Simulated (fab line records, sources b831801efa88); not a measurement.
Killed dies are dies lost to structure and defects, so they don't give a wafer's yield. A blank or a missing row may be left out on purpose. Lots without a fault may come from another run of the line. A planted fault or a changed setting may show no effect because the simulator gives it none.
fab line records | flow gf180mcu
record lots=5 wafers=15 last_day=33
route steps=602 shown M1@327 V1@335 M2@362
lots that met no fault: from a run of the same line without faults
start_h: hours from the record's first day to the start of the lot's first wafer shown | wait_h: hours since the lot's step before | " the same as in the row above | L1.1+2: a row that stands for several wafers | - no value, or no start given | * or withheld: withheld | < > ~ a bound
route shown NAME@n: a module of which the file shows steps, and the number in the route of the first | usual: mean/standard deviation of fault-free wafers | same: alike in all rows | chamber/n: place in a boat | sites: the reading at each site | _std_site: their standard deviation | _edge_site: outer sites' mean less inner sites' | radius_mm: how far each site lies from the wafer's centre | mask NAME#n: copy n | behind: the tool/chamber that last shaped the wafer | hold: why the lot was held/for how many hours/how that ended | device: the transistor (n, p or np) that didn't switch | end of line: the same wafers' tests at the end of the route | a step without rows: its recipe alone | killed: dies lost to structure and defects at the first sort, not the wafer's yield | map: a wafer's dies, x killed, . not, _ none there
set.NAME: the setting as run; set.NAME@STEP: as run at that earlier step | model.NAME: the simulator's own value behind a step, which no gauge read
lots at some steps of the route; a table a step, a row a wafer
services: from which hour (start_h, from the record's first day; less than 0 if before it) a tool's chamber was out of use, for how many hours, and why
## steps
# step GF_M1_PEB_12
# recipe peb_temp_c=135 peb_time_s=90 resist=KrF
# columns lot.wafer tool chamber start_h wait_h
L077.1+3+6 litho_track-01 0 - -
L083.1+5+6 litho_track-01 0 - -
L088.2+5+6 litho_track-01 0 - -
L093.2+3+6 litho_track-02 0 - -
L094.2+3+5 litho_track-02 0 - -
# step GF_M1_DEVELOP_13
# recipe develop_time_s=60 dev_temp_c=21
# columns lot.wafer tool chamber start_h wait_h
L077.1+3+6 litho_track-01 0 408.90 0.2
L083.1+5+6 litho_track-01 0 482.50 0.2
L088.2+5+6 litho_track-01 0 516.33 0.2
L093.2+3+6 litho_track-02 0 551.66 0.2
L094.2+3+5 litho_track-02 0 556.81 0.2
# step GF_M1_CD_MEAS_14
# recipe target_cd_nm=230
# usual cd_nm=230.1/1.5
# columns lot.wafer tool chamber start_h wait_h cd_nm
L077.1 cd_sem-01 - 409.05 0.1 229.7
L077.3 " - " " 230.4
L077.6 " - " " 229.6
L083.1 cd_sem-02 - 482.65 0.1 229.2
L083.5 " - " " 228.4
L083.6 " - " " 230.0
L088.2 cd_sem-01 - 516.47 0.1 230.5
L088.5 " - " " 229.3
L088.6 " - " " 230.0
L093.2 cd_sem-01 - 551.80 0.1 230.9
L093.3 " - " " 230.4
L093.6 " - " " 231.5
L094.2 cd_sem-02 - 556.95 0.1 229.4
L094.3 " - " " 229.3
L094.5 " - " " 227.7
# step GF_M1_OVL_MEAS_15
# usual M1_OVL=-4/5.5
# columns lot.wafer tool chamber start_h wait_h M1_OVL[nm]
L077.1 overlay-02 - 409.17 0.1 10
L077.3 " - " " 11
L077.6 " - " " 2
L083.1 overlay-01 - 482.77 0.1 -2
L083.5 " - " " -5
L083.6 " - " " -5
L088.2 overlay-01 - 516.58 0.1 1
L088.5 " - " " -8
L088.6 " - " " -4
L093.2 overlay-01 - 551.91 0.1 -10
L093.3 " - " " 1
L093.6 " - " " -10
L094.2 overlay-02 - 557.06 0.1 -3
L094.3 " - " " 0
L094.5 " - " " -3
# step GF_M1_METAL_ETCH_16
# recipe chemistry=Cl2/BCl3 mask_material=KrF target_depth_nm=750.8 stop_on=SiO2 pressure_mtorr=8 icp_w=800 bias_w=143.6 Cl2_flow_sccm=80 bcl3_flow_sccm=40 time_s=125.1
# usual drypump_motor_current_A=5.9/0.46 oes_product_au=0.994/0.0053 rf_fwd_power_W=796/3 throttle_valve_pct=28.224/0.0096
# same time_s=125.1
# columns lot.wafer tool chamber start_h wait_h drypump_motor_current_A oes_product_au rf_fwd_power_W rf_hours_counter_h throttle_valve_pct
L077.1 rie_metal-01 1 409.21 0.0 5.4 0.996 794 13 28.225
L077.3 " 1 " " 5.4 0.999 799 - 28.244
L077.6 " 0 " " 5.8 0.982 796 - 28.235
L083.1 rie_metal-01 1 482.81 0.0 5.5 0.990 795 1 28.222
L083.5 " 1 " " 5.4 0.997 797 - 28.205
L083.6 " 0 " " 5.8 0.994 796 - 28.224
L088.2 rie_metal-03 1 516.61 0.0 6.4 0.994 802 4 28.206
L088.5 " 1 " " 6.4 0.992 799 - 28.226
L088.6 " 0 " " 5.1 0.997 791 - 28.211
L093.2 rie_metal-03 0 551.94 0.0 5.1 0.998 790 4 28.234
L093.3 " 0 " " 5.1 0.998 790 - 28.216
L093.6 " 1 " " 6.4 0.990 798 - 28.226
L094.2 rie_metal-03 0 557.09 0.0 5.1 0.987 793 4 28.230
L094.3 " 0 " " 5.1 0.997 796 - 28.203
L094.5 " 1 " " 6.4 0.993 794 - 28.220
# step GF_M1_STRIP_17
# recipe chemistry=O2/N2 power_w=1400 pressure_mtorr=1500 platen_temp_c=250 o2_flow_sccm=3000 n2_flow_sccm=300 overash_fraction=0.5
# usual drypump_motor_current_A=5.48/0.16 heater_power_w=364/38 oes_product_au=0.536/0.0048 strip_time_to_endpoint_s=7.35/0.047
# columns lot.wafer tool chamber start_h wait_h drypump_motor_current_A heater_power_w oes_product_au rf_hours_counter_h strip_time_to_endpoint_s
L077.1 plasma_asher-03 0 409.34 0.1 5.75 361 0.535 77 7.34
L077.3 " 1 " " 5.57 379 0.528 - 7.34
L077.6 " 1 " " 5.58 373 0.535 - 7.38
L083.1 plasma_asher-03 0 482.94 0.1 5.72 362 0.541 85 7.26
L083.5 " 1 " " 5.57 378 0.530 - 7.28
L083.6 " 0 " " 5.76 356 0.540 - 7.37
L088.2 plasma_asher-03 1 516.74 0.1 5.58 377 0.536 89 7.35
L088.5 " 0 " " 5.73 369 0.534 - 7.34
L088.6 " 1 " " 5.58 379 0.527 - 7.29
L093.2 plasma_asher-04 1 552.07 0.1 5.51 427 0.537 86 7.30
L093.3 " 0 " " 5.48 359 0.534 - 7.31
L093.6 " 1 " " 5.48 434 0.545 - 7.37
L094.2 plasma_asher-04 1 557.22 0.1 5.49 436 0.537 87 7.35
L094.3 " 1 " " 5.49 442 0.539 - 7.36
L094.5 " 1 " " 5.50 438 0.546 - 7.43
# step GF_M1_STRIP_18
# recipe chemistry=post_etch_residue_remover time_s=1200 temp_c=72.5
# same time_s=1200
# columns lot.wafer tool chamber start_h wait_h
L077.1+3+6 wet_bench-01 3 409.44 0.1
L083.1+5+6 wet_bench-04 3 483.04 0.1
L088.2+5+6 wet_bench-04 3 516.84 0.1
L093.2+3+6 wet_bench-04 0 552.17 0.1
L094.2+3+5 wet_bench-04 2 557.32 0.1
# step GF_M1_CLEAN_19
# recipe chemistry=DIW dry=n2_spin
# columns lot.wafer tool chamber start_h wait_h
L077.1+3+6 wet_bench-01 2 409.78 0.0
L083.1+5+6 wet_bench-02 1 483.38 0.0
L088.2+5+6 wet_bench-01 1 517.18 0.0
L093.2+3+6 wet_bench-01 3 552.54 0.0
L094.2+3+5 wet_bench-02 1 557.69 0.0
# step GF_V1_CVD_00
# recipe material=SiO2 target_thk_nm=600 sigma_open_frac=0.3 temp_c=400 time_s=100 sih4_flow_sccm=60 pressure_mtorr=6
# same time_s=100
# columns lot.wafer tool chamber start_h wait_h
L077.1+3+6 hdpcvd-02 1,2,2 409.87 0.0
L083.1+5+6 hdpcvd-02 2,0,2 483.48 0.0
L088.2+5+6 hdpcvd-02 2,0,1 517.27 0.0
L093.2+3+6 hdpcvd-01 2,1,0 552.63 0.0
L094.2+3+5 hdpcvd-02 2,0,1 557.78 0.0
# step GF_V1_THK_MEAS_01
# recipe reads=SiO2_of_V1_CVD_00
# usual V1_CVD_00_THK=602/6.9
# columns lot.wafer tool chamber start_h wait_h V1_CVD_00_THK[nm]
L077.1 film_metro-04 - 409.94 0.0 612
L077.3 " - " " 600
L077.6 " - " " 602
L083.1 film_metro-04 - 483.55 0.0 607
L083.5 " - " " 606
L083.6 " - " " 607
L088.2 film_metro-04 - 517.35 0.0 601
L088.5 " - " " 603
L088.6 " - " " 610
L093.2 film_metro-04 - 552.72 0.0 600
L093.3 " - " " 599
L093.6 " - " " 605
L094.2 film_metro-02 - 557.87 0.0 593
L094.3 " - " " 600
L094.5 " - " " 594
# step GF_V1_CVD_02
# recipe material=SiO2 target_thk_nm=850 precursor=TEOS temp_c=400 time_s=94.851 rf_w=600
# usual heater_power_w=687/100 rf_fwd_power_W=596.2/1.9
# same time_s=94.851
# columns lot.wafer tool chamber start_h wait_h heater_power_w rf_fwd_power_W
L077.1 pecvd-02 1 410.00 0.1 662 598.5
L077.3 " 2 " " 707 598.5
L077.6 " 2 " " 743 599.1
L083.1 pecvd-03 1 483.61 0.1 645 593.5
L083.5 " 1 " " 678 593.7
L083.6 " 2 " " 961 595.4
L088.2 pecvd-03 2 517.40 0.0 892 596.5
L088.5 " 1 " " 548 595.4
L088.6 " 2 " " 927 595.1
L093.2 pecvd-01 0 552.77 0.0 761 592.5
L093.3 " 2 " " 565 598.0
L093.6 " 2 " " 594 598.1
L094.2 pecvd-02 2 557.92 0.0 652 600.7
L094.3 " 0 " " 712 595.5
L094.5 " 1 " " 672 596.7
# step GF_V1_THK_MEAS_03
# recipe reads=SiO2_of_V1_CVD_02
# usual V1_CVD_02_THK=850/10
# columns lot.wafer tool chamber start_h wait_h V1_CVD_02_THK[nm]
L077.1 film_metro-02 - 410.07 0.0 856
L077.3 " - " " 855
L077.6 " - " " 860
L083.1 film_metro-04 - 483.68 0.0 842
L083.5 " - " " 853
L083.6 " - " " 859
L088.2 film_metro-01 - 517.48 0.0 827
L088.5 " - " " 846
L088.6 " - " " 842
L093.2 film_metro-01 - 552.85 0.0 849
L093.3 " - " " 839
L093.6 " - " " 863
L094.2 film_metro-04 - 558.00 0.0 850
L094.3 " - " " 842
L094.5 " - " " 856
# step GF_V1_CMP_04
# recipe material=SiO2 down_force_psi=4 platen_rpm=60 pad_velocity_m_s=0.94248
# usual head_pressure_psi=3.999/0.0084 motor_current_A=12.5/1.3 platen_rpm=59.99/0.039 slurry_flow_ml_min=150.0/0.45 time_to_endpoint_s=80/5.2
# columns lot.wafer tool chamber start_h wait_h head_pressure_psi motor_current_A platen_rpm slurry_flow_ml_min time_to_endpoint_s
L077.3 cmp-01 3 410.13 0.0 4.006 13.8 60.02 150.2 78
L077.1 " 2 " " 3.994 12.3 59.98 149.8 83
L077.6 " 3 " " 3.996 12.9 59.93 149.7 83
L083.1 cmp-02 0 483.74 0.1 3.989 13.7 60.00 149.9 80
L083.5 " 0 " " 4.004 14.7 60.03 149.8 81
L083.6 " 1 " " 4.003 12.5 60.02 150.0 91
L088.2 cmp-02 2 517.53 0.0 4.006 10.6 59.97 149.8 68
L088.5 " 2 " " 3.999 10.8 59.98 150.2 75
L088.6 " 3 " " 3.982 13.7 60.03 149.8 71
L093.3 cmp-01 2 552.90 0.0 3.993 11.4 59.92 150.0 76
L093.2 " 1 " " 3.989 11.7 60.01 149.9 78
L093.6 " 3 " " 4.002 13.4 60.00 149.8 85
L094.2 cmp-01 3 558.05 0.0 4.008 15.0 59.98 150.2 82
L094.3 " 1 " " 4.011 11.5 59.94 150.2 77
L094.5 " 0 " " 4.005 11.3 59.97 150.1 80
# step GF_V1_BOW_MEAS_05
# recipe mode=bow
# usual V1_BOW=84/7.7
# columns lot.wafer tool chamber start_h wait_h V1_BOW[um]
L077.1 film_metro-01 - 410.43 0.1 86
L077.3 " - " " 80
L077.6 " - " " 79
L083.1 film_metro-02 - 484.04 0.2 87
L083.5 " - " " 84
L083.6 " - " " 86
L088.2 film_metro-01 - 517.85 0.3 92
L088.5 " - " " 101
L088.6 " - " " 92
L093.2 film_metro-04 - 553.22 0.1 88
L093.3 " - " " 74
L093.6 " - " " 81
L094.2 film_metro-01 - 558.37 0.3 94
L094.3 " - " " 93
L094.5 " - " " 88
# step GF_V1_DEHYDRATE_06
# recipe temp_c=200 time_s=60
# same time_s=60
# columns lot.wafer tool chamber start_h wait_h
L077.1+3+6 litho_track-02 0 421.39 10.9
L083.1+5+6 litho_track-02 0 495.44 11.4
L088.2+5+6 litho_track-03 0 528.52 10.7
L093.2+3+6 litho_track-02 0 563.16 9.9
L094.2+3+5 litho_track-02 0 568.21 9.8
# step GF_V1_HMDS_07
# recipe prime_time_s=60 prime_temp_c=120
# columns lot.wafer tool chamber start_h wait_h
L077.1+3+6 litho_track-02 0 421.54 0.1
L083.1+5+6 litho_track-02 0 495.59 0.1
L088.2+5+6 litho_track-03 0 528.67 0.1
L093.2+3+6 litho_track-02 0 563.31 0.1
L094.2+3+5 litho_track-02 0 568.36 0.1
# step GF_V1_COAT_08
# recipe resist=BARC temp_c=withheld time_s=withheld spin_rpm=withheld resist_thk_nm=withheld
# columns lot.wafer tool chamber start_h wait_h
L077.1+3+6 litho_track-02 0 421.69 0.1
L083.1+5+6 litho_track-02 0 495.74 0.1
L088.2+5+6 litho_track-03 0 528.82 0.1
L093.2+3+6 litho_track-02 0 563.46 0.1
L094.2+3+5 litho_track-02 0 568.51 0.1
# step GF_V1_COAT_09
# recipe resist=KrF spin_rpm=withheld resist_thk_nm=1000
# columns lot.wafer tool chamber start_h wait_h
L077.1+3+6 litho_track-02 0 - -
L083.1+5+6 litho_track-02 0 - -
L088.2+5+6 litho_track-03 0 - -
L093.2+3+6 litho_track-02 0 - -
L094.2+3+5 litho_track-02 0 - -
# step GF_V1_SOFTBAKE_10
# recipe temp_c=130 time_s=60 resist=KrF
# same time_s=60
# columns lot.wafer tool chamber start_h wait_h
L077.1+3+6 litho_track-02 0 - -
L083.1+5+6 litho_track-02 0 - -
L088.2+5+6 litho_track-03 0 - -
L093.2+3+6 litho_track-02 0 - -
L094.2+3+5 litho_track-02 0 - -
# step GF_V1_EXPOSE_11
# recipe mask_id=Via1 target_cd_nm=260 na=0.68 source_shape=conventional sigma_outer=0.6 dose_mj=38
# usual stage_vel_mm_s=499.97/0.24
# columns lot.wafer tool chamber start_h wait_h mask stage_vel_mm_s
L077.1 krf_scanner-02 0 - - Via1#0 499.68
L077.3 " 0 " " Via1#0 499.98
L077.6 " 0 " " Via1#0 499.61
L083.1 krf_scanner-01 0 - - Via1#0 500.28
L083.5 " 0 " " Via1#0 500.02
L083.6 " 0 " " Via1#0 500.07
L088.2 krf_scanner-01 0 - - Via1#0 499.93
L088.5 " 0 " " Via1#0 499.86
L088.6 " 0 " " Via1#0 500.05
L093.2 krf_scanner-02 0 - - Via1#0 499.90
L093.3 " 0 " " Via1#0 499.99
L093.6 " 0 " " Via1#0 500.13
L094.2 krf_scanner-02 0 - - Via1#0 499.70
L094.3 " 0 " " Via1#0 499.47
L094.5 " 0 " " Via1#0 499.87
# step GF_V1_PEB_12
# recipe peb_temp_c=135 peb_time_s=90 resist=KrF
# columns lot.wafer tool chamber start_h wait_h
L077.1+3+6 litho_track-02 0 - -
L083.1+5+6 litho_track-02 0 - -
L088.2+5+6 litho_track-02 0 - -
L093.2+3+6 litho_track-04 0 - -
L094.2+3+5 litho_track-02 0 - -
# step GF_V1_DEVELOP_13
# recipe develop_time_s=57.45 resist=KrF dev_temp_c=21
# columns lot.wafer tool chamber start_h wait_h
L077.1+3+6 litho_track-02 0 434.74 0.2
L083.1+5+6 litho_track-02 0 507.74 0.2
L088.2+5+6 litho_track-02 0 540.06 0.2
L093.2+3+6 litho_track-04 0 574.02 0.2
L094.2+3+5 litho_track-02 0 579.56 0.2
# step GF_V1_CD_MEAS_14
# recipe target_cd_nm=260
# usual cd_nm=259.8/1
# columns lot.wafer tool chamber start_h wait_h cd_nm
L077.1 cd_sem-01 - 434.89 0.1 260.0
L077.3 " - " " 259.1
L077.6 " - " " 260.6
L083.1 cd_sem-02 - 507.89 0.1 260.5
L083.5 " - " " 261.1
L083.6 " - " " 259.0
L088.2 cd_sem-02 - 540.20 0.1 261.7
L088.5 " - " " 262.0
L088.6 " - " " 260.6
L093.2 cd_sem-02 - 574.17 0.1 258.0
L093.3 " - " " 257.9
L093.6 " - " " 257.4
L094.2 cd_sem-02 - 579.70 0.1 259.3
L094.3 " - " " 259.6
L094.5 " - " " 258.6
# step GF_V1_OVL_MEAS_15
# usual V1_OVL=6/6.4
# columns lot.wafer tool chamber start_h wait_h V1_OVL[nm]
L077.1 overlay-01 - 435.01 0.1 14
L077.3 " - " " 17
L077.6 " - " " 11
L083.1 overlay-01 - 508.01 0.1 5
L083.5 " - " " 6
L083.6 " - " " 4
L088.2 overlay-01 - 540.31 0.1 17
L088.5 " - " " 7
L088.6 " - " " 13
L093.2 overlay-01 - 574.28 0.1 13
L093.3 " - " " 11
L093.6 " - " " 15
L094.2 overlay-01 - 579.81 0.1 3
L094.3 " - " " 16
L094.5 " - " " 15
# step GF_V1_ETCH_16
# recipe chemistry=N2/H2 target_depth_a=withheld overetch_a=withheld time_s=withheld target=BARC ion_energy_ev=200 source_w=500 bias_w=100 pressure_mtorr=30 n2_flow_sccm=100 h2_flow_sccm=200
# usual drypump_motor_current_A=5.7/0.33 oes_product_au=0.854/0.0052 rf_fwd_power_W=494.6/2 throttle_valve_pct=13.224/0.0085
# columns lot.wafer tool chamber start_h wait_h drypump_motor_current_A oes_product_au rf_fwd_power_W throttle_valve_pct
L077.1 rie_diel-04 2 435.04 0.0 5.6 0.864 496.6 13.243
L077.3 " 1 " " 5.6 0.856 496.0 13.219
L077.6 " 2 " " 5.6 0.852 495.0 13.232
L083.1 rie_diel-04 0 508.04 0.0 6.1 0.848 492.1 13.212
L083.5 " 1 " " 5.6 0.853 497.3 13.208
L083.6 " 2 " " 5.6 0.856 493.2 13.221
L088.2 rie_diel-03 2 540.34 0.0 5.2 0.857 493.2 13.225
L088.5 " 0 " " 5.4 0.855 495.0 13.219
L088.6 " 1 " " 5.9 0.853 498.3 13.233
L093.2 rie_diel-03 0 574.31 0.0 5.5 0.847 492.3 13.235
L093.3 " 1 " " 5.8 0.860 495.2 13.208
L093.6 " 1 " " 5.8 0.853 494.5 13.223
L094.2 rie_diel-02 2 579.84 0.0 5.6 0.846 495.8 13.232
L094.3 " 3 " " 5.3 0.847 496.3 13.217
L094.5 " 0 " " 5.1 0.850 493.3 13.222
# step GF_V1_ETCH_17
# recipe chemistry=C4F8/O2/Ar mask_material=KrF target=SiO2 stop_on=TiN source_w=1500 bias_w=1200 pressure_mtorr=40 c4f8_flow_sccm=withheld O2_flow_sccm=6 Ar_flow_sccm=300 time_s=withheld target_depth_a=6300
# usual oes_product_au=0.856/0.005 rf_fwd_power_W=1492/5
# columns lot.wafer tool chamber start_h wait_h oes_product_au rf_fwd_power_W
L077.1 rie_diel-04 2 - - 0.849 1489
L077.3 " 1 " " 0.860 1490
L077.6 " 2 " " 0.850 1501
L083.1 rie_diel-04 0 - - 0.854 1501
L083.5 " 1 " " 0.854 1494
L083.6 " 2 " " 0.863 1486
L088.2 rie_diel-03 2 - - 0.859 1485
L088.5 " 0 " " 0.857 1489
L088.6 " 1 " " 0.856 1500
L093.2 rie_diel-03 0 - - 0.855 1492
L093.3 " 1 " " 0.859 1498
L093.6 " 1 " " 0.864 1493
L094.2 rie_diel-02 2 - - 0.854 1480
L094.3 " 3 " " 0.862 1494
L094.5 " 0 " " 0.854 1483
# step GF_V1_STRIP_18
# recipe chemistry=O2/N2 power_w=1400 pressure_mtorr=1500 platen_temp_c=250 o2_flow_sccm=3000 n2_flow_sccm=300 overash_fraction=0.5
# usual drypump_motor_current_A=5.60/0.23 heater_power_w=346/20 oes_product_au=0.593/0.0045
# columns lot.wafer tool chamber start_h wait_h drypump_motor_current_A heater_power_w oes_product_au rf_hours_counter_h
L077.1 plasma_asher-01 1 435.17 - 5.29 319 0.588 0
L077.3 " 0 " " 5.26 327 0.595 -
L077.6 " 0 " " 5.28 335 0.583 -
L083.1 plasma_asher-02 0 508.17 - 5.94 321 0.598 37
L083.5 " 0 " " 5.94 327 0.598 -
L083.6 " 1 " " 5.54 335 0.596 -
L088.2 plasma_asher-03 0 540.47 - 5.76 362 0.586 91
L088.5 " 1 " " 5.59 374 0.588 -
L088.6 " 0 " " 5.76 363 0.587 -
L093.2 plasma_asher-02 1 574.43 - 5.54 340 0.602 44
L093.3 " 0 " " 5.95 326 0.595 -
L093.6 " 1 " " 5.56 344 0.593 -
L094.2 plasma_asher-03 0 579.97 - 5.77 362 0.597 95
L094.3 " 0 " " 5.75 367 0.598 -
L094.5 " 1 " " 5.56 365 0.595 -
# step GF_V1_STRIP_19
# recipe chemistry=post_etch_residue_remover time_s=1200 temp_c=72.5
# same time_s=1200
# columns lot.wafer tool chamber start_h wait_h
L077.1+3+6 wet_bench-02 1 435.27 0.1
L083.1+5+6 wet_bench-03 2 508.27 0.1
L088.2+5+6 wet_bench-01 1 540.57 0.1
L093.2+3+6 wet_bench-03 1 574.53 0.1
L094.2+3+5 wet_bench-01 2 580.07 0.1
# step GF_V1_CLEAN_20
# recipe chemistry=DIW dry=n2_spin
# columns lot.wafer tool chamber start_h wait_h
L077.1+3+6 wet_bench-03 2 435.64 0.0
L083.1+5+6 wet_bench-02 1 508.64 0.0
L088.2+5+6 wet_bench-03 1 540.94 0.0
L093.2+3+6 wet_bench-02 0 574.91 0.0
L094.2+3+5 wet_bench-03 3 580.41 0.0
# step GF_V1_SPUTTER_21
# recipe material=Ti target_thk_nm=15 chamber_pressure_pa=5 power_w=2500 substrate_temp_c=200 time_s=80.02
# usual throttle_valve_pct=30.5/0.95
# same time_s=80.02
# columns lot.wafer tool chamber start_h wait_h throttle_valve_pct
L077.1 pvd_sputter-02 - 435.74 0.0 31.9
L077.3 " - " " 29.9
L077.6 " - " " 29.7
L083.1 pvd_sputter-02 - 508.73 0.0 30.3
L083.5 " - " " 29.8
L083.6 " - " " 31.8
L088.2 pvd_sputter-01 - 541.03 0.0 30.3
L088.5 " - " " 29.0
L088.6 " - " " 30.1
L093.2 pvd_sputter-04 - 575.01 0.0 29.8
L093.3 " - " " 31.5
L093.6 " - " " 30.9
L094.2 pvd_sputter-02 - 580.50 0.0 29.9
L094.3 " - " " 31.4
L094.5 " - " " 30.0
# step GF_V1_SPUTTER_22
# recipe material=TiN target_thk_nm=10 chamber_pressure_pa=5 power_w=4000 time_s=40
# usual throttle_valve_pct=30.5/1
# same time_s=40
# columns lot.wafer tool chamber start_h wait_h throttle_valve_pct
L077.1 pvd_sputter-02 - 435.80 0.0 31.8
L077.3 " - " " 30.0
L077.6 " - " " 29.8
L083.1 pvd_sputter-02 - 508.80 0.0 30.3
L083.5 " - " " 29.8
L083.6 " - " " 31.8
L088.2 pvd_sputter-01 - 541.10 0.0 30.0
L088.5 " - " " 28.9
L088.6 " - " " 30.1
L093.2 pvd_sputter-04 - 575.07 0.0 29.9
L093.3 " - " " 31.6
L093.6 " - " " 30.9
L094.2 pvd_sputter-02 - 580.56 0.0 29.7
L094.3 " - " " 31.3
L094.5 " - " " 30.1
# step GF_V1_CVD_23
# recipe material=W target_thk_nm=350 time_s=105.05 temp_c=400 pressure_torr=40
# usual heater_power_w=784/65
# same time_s=105.05
# columns lot.wafer tool chamber start_h wait_h heater_power_w
L077.1 cvd_w-01 1 435.84 0.0 757
L077.3 " 0 " " 860
L077.6 " 0 " " 853
L083.1 cvd_w-02 0 508.83 0.0 710
L083.5 " 1 " " 838
L083.6 " 0 " " 699
L088.2 cvd_w-01 0 541.17 0.1 848
L088.5 " 0 " " 855
L088.6 " 0 " " 868
L093.2 cvd_w-01 1 575.11 0.0 757
L093.3 " 1 " " 756
L093.6 " 1 " " 757
L094.2 cvd_w-02 1 580.60 0.0 819
L094.3 " 1 " " 806
L094.5 " 1 " " 817
# step GF_V1_RS_MEAS_24
# recipe thk_meas_gauge=four-point-probe reads=W_of_V1_CVD_23+TiN_of_V1_SPUTTER_22+Ti_of_V1_SPUTTER_21
# usual V1_W_RS=0.326/0.0034
# columns lot.wafer tool chamber start_h wait_h V1_W_RS[ohm/sq]
L077.1 film_metro-04 - 435.95 0.1 0.332
L077.3 " - " " 0.332
L077.6 " - " " 0.331
L083.1 film_metro-04 - 508.95 0.1 0.325
L083.5 " - " " 0.325
L083.6 " - " " 0.325
L088.2 film_metro-04 - 541.38 0.2 0.328
L088.5 " - " " 0.327
L088.6 " - " " 0.329
L093.2 film_metro-04 - 575.24 0.1 0.323
L093.3 " - " " 0.327
L093.6 " - " " 0.320
L094.2 film_metro-01 - 580.74 0.1 0.326
L094.3 " - " " 0.326
L094.5 " - " " 0.321
# step GF_V1_THK_MEAS_25
# recipe thk_meas_gauge=xrf reads=W_of_V1_CVD_23
# usual V1_W_THK=354/4.6
# columns lot.wafer tool chamber start_h wait_h V1_W_THK[nm]
L077.1 film_metro-04 - 436.07 0.1 349
L077.3 " - " " 347
L077.6 " - " " 350
L083.1 film_metro-04 - 509.07 0.1 355
L083.5 " - " " 352
L083.6 " - " " 352
L088.2 film_metro-04 - 541.49 0.1 358
L088.5 " - " " 356
L088.6 " - " " 351
L093.2 film_metro-04 - 575.35 0.1 359
L093.3 " - " " 353
L093.6 " - " " 361
L094.2 film_metro-01 - 580.85 0.1 355
L094.3 " - " " 353
L094.5 " - " " 362
# step GF_V1_CMP_26
# recipe stop_on=SiO2 down_force_psi=3.5 platen_rpm=60 t_overpolish_s=15 target_thk_nm=0 pad_velocity_m_s=0.94248
# usual head_pressure_psi=3.501/0.0083 motor_current_A=11.3/1.2 overpolish_run_s=15.000/0.0094 platen_rpm=60.01/0.041 slurry_flow_ml_min=150.0/0.46 time_to_endpoint_s=84/3.2
# columns lot.wafer tool chamber start_h wait_h head_pressure_psi motor_current_A overpolish_run_s platen_rpm slurry_flow_ml_min time_to_endpoint_s
L077.1 cmp-02 1 436.22 0.1 3.507 11.3 14.987 60.02 149.5 90
L077.3 " 3 " " 3.501 12.3 15.009 60.01 149.9 85
L077.6 " 1 " " 3.512 10.7 14.989 59.96 149.5 86
L083.1 cmp-02 1 509.13 0.1 3.510 10.8 14.998 59.97 149.1 86
L083.6 " 1 " " 3.511 11.0 15.006 60.04 149.7 86
L083.5 " 2 " " 3.498 9.8 15.011 60.08 149.7 80
L088.2 cmp-02 2 541.59 0.1 3.485 9.5 15.007 59.98 150.2 74
L088.5 " 1 " " 3.516 11.5 15.011 59.96 149.5 84
L088.6 " 2 " " 3.484 9.8 14.984 60.04 150.5 77
L093.3 cmp-01 3 575.40 0.0 3.490 13.0 14.991 59.97 150.7 83
L093.2 " 0 " " 3.501 10.2 15.001 60.01 149.7 85
L093.6 " 0 " " 3.501 10.7 15.015 59.94 150.2 82
L094.2 cmp-02 2 580.90 0.0 3.502 9.5 15.003 60.07 149.6 79
L094.3 " 1 " " 3.491 11.4 14.995 60.06 149.9 85
L094.5 " 2 " " 3.510 9.4 15.016 60.00 149.2 81
# step GF_M2_SPUTTER_00
# recipe material=Ti target_thk_nm=37.5 arriving_ion_energy_ev=80 substrate_temp_c=200 chamber_pressure_pa=2 power_w=4000 time_s=150
# usual throttle_valve_pct=30.2/1.2
# same time_s=150
# columns lot.wafer tool chamber start_h wait_h throttle_valve_pct
L077.1 pvd_sputter-03 - 436.52 0.2 29.9
L077.3 " - " " 32.3
L077.6 " - " " 28.4
L083.1 pvd_sputter-02 - 509.43 0.2 31.7
L083.5 " - " " 30.3
L083.6 " - " " 29.9
L088.2 pvd_sputter-02 - 541.84 0.2 30.1
L088.5 " - " " 30.4
L088.6 " - " " 29.9
L093.2 pvd_sputter-01 - 575.70 0.2 28.5
L093.3 " - " " 28.9
L093.6 " - " " 28.2
L094.2 pvd_sputter-01 - 581.20 0.2 30.1
L094.3 " - " " 30.7
L094.5 " - " " 28.3
# step GF_M2_SPUTTER_01
# recipe material=TiN target_thk_nm=30 power_w=6500 time_s=25 chamber_pressure_pa=0.4
# usual throttle_valve_pct=30.2/1.2
# same time_s=25
# columns lot.wafer tool chamber start_h wait_h throttle_valve_pct
L077.1 pvd_sputter-03 - 436.62 0.1 30.2
L077.3 " - " " 32.4
L077.6 " - " " 28.6
L083.1 pvd_sputter-02 - 509.53 0.1 31.8
L083.5 " - " " 30.2
L083.6 " - " " 29.7
L088.2 pvd_sputter-02 - 541.94 0.1 29.8
L088.5 " - " " 30.1
L088.6 " - " " 29.9
L093.2 pvd_sputter-01 - 575.80 0.1 28.0
L093.3 " - " " 28.8
L093.6 " - " " 28.1
L094.2 pvd_sputter-01 - 581.30 0.1 30.1
L094.3 " - " " 30.4
L094.5 " - " " 28.3
# step GF_M2_SPUTTER_02
# recipe material=AlCu target_thk_nm=450 power_w=10600 time_s=23.9 chamber_pressure_pa=0.4
# usual throttle_valve_pct=30.2/1.2
# same time_s=23.9
# columns lot.wafer tool chamber start_h wait_h throttle_valve_pct
L077.1 pvd_sputter-03 - 436.66 0.0 30.6
L077.3 " - " " 32.4
L077.6 " - " " 28.7
L083.1 pvd_sputter-02 - 509.56 0.0 31.8
L083.5 " - " " 30.4
L083.6 " - " " 29.9
L088.2 pvd_sputter-02 - 541.97 0.0 30.1
L088.5 " - " " 30.2
L088.6 " - " " 29.8
L093.2 pvd_sputter-01 - 575.83 0.0 28.6
L093.3 " - " " 28.7
L093.6 " - " " 28.2
L094.2 pvd_sputter-01 - 581.33 0.0 30.2
L094.3 " - " " 30.5
L094.5 " - " " 28.1
## services
# columns tool chamber start_h hours kind
cvd_w-01 - 390.00 14.0 pm
rie_diel-03 - 397.61 2.8 pm
cmp-01 - 404.11 4.0 pm
krf_scanner-02 - 409.76 0.7 repair
cvd_w-01 - 417.88 1.1 repair
cmp-01 - 429.64 11.1 repair
cmp-01 - 442.67 4.8 pm
cmp-02 - 450.03 0.6 repair
rie_diel-04 - 454.14 1.0 repair
cmp-01 - 465.27 2.3 repair
rie_diel-04 2 477.25 15.8 repair
cmp-01 - 482.46 4.1 repair
rie_diel-03 1 491.01 2.7 repair
rie_diel-03 0 499.86 5.1 repair
pvd_sputter-01 - 505.71 3.2 repair
pvd_sputter-02 - 518.23 2.0 repair
cmp-01 - 521.47 1.1 repair
rie_diel-03 3 527.46 5.4 repair
cmp-02 - 532.02 9.5 pm
rie_diel-04 3 537.96 44.6 repair
hdpcvd-02 - 539.25 15.0 pm
wet_bench-03 - 545.23 3.7 repair
wet_bench-03 - 554.23 1.9 pm
cmp-02 - 572.00 4.0 pm
## key
fault none
